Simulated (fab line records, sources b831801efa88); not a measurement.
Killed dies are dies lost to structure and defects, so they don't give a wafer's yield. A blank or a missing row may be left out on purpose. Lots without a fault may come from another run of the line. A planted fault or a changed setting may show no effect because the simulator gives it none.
Chamber matching | flow sky130 | SKY_LI_CONTACT_CMP_02 on cmp-01: 4 sister chambers
The step polishes PSG. 8 wafers are shown with their chamber, then 8 later ones without.

WAFERS WITH THEIR CHAMBER
wafer  | chamber | motor_current_A (A) | time_to_endpoint_s (s)
L388.6 | 2       | 10.1                | 34.4
L396.5 | 2       | 10.2                | 33.0
L397.4 | 1       | 9.8                 | 28.1
L397.5 | 0       | 12.8                | 29.4
L397.6 | 1       | 9.7                 | 27.0
L404.5 | 3       | 11.1                | 32.1
L404.6 | 0       | 12.0                | 31.8
L406.2 | 3       | 11.0                | 28.5

WAFERS WITHOUT THEIR CHAMBER
wafer  | motor_current_A (A) | time_to_endpoint_s (s)
L406.5 | 11.6                | 27.8
L406.6 | 10.5                | 32.7
L408.2 | 11.9                | 30.0
L408.4 | 10.2                | 32.8
L408.5 | 11.6                | 31.0
L410.3 | 12.4                | 31.5
L410.4 | 11.9                | 29.5
L410.6 | 10.3                | 30.6

WHICH CHAMBER EACH WENT THROUGH
wafer  | from the rows above          | in truth
L406.5 | can't be placed: 3 or 0      | 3
L406.6 | can't be placed: 2 or 3      | 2
L408.2 | can't be placed: 0 or 3      | 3
L408.4 | 2                            | 2
L408.5 | can't be placed: 3 or 0      | 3
L410.3 | 0                            | 0
L410.4 | can't be placed: 0 or 3      | 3
L410.6 | can't be placed: 2 or 3 or 1 | 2
Placed correctly: 2 of 8. Can't be placed from these rows: 6 (the true chamber is among the candidates in 6). Placed wrongly: 0.
How it was worked out, from the rows above alone: a wafer's distance from a chamber is the root of the sum, over the readings, of the square of ((its reading less the chamber's mean) divided by the reading's scatter). The wafer belongs to the nearest chamber; if the next one is less than 2 further off, it can't be placed. A chamber's mean is the mean of its shown wafers. The scatter: the root of (the sum of the squares of (reading less its chamber's mean) over the shown wafers, divided by (wafers less chambers)).
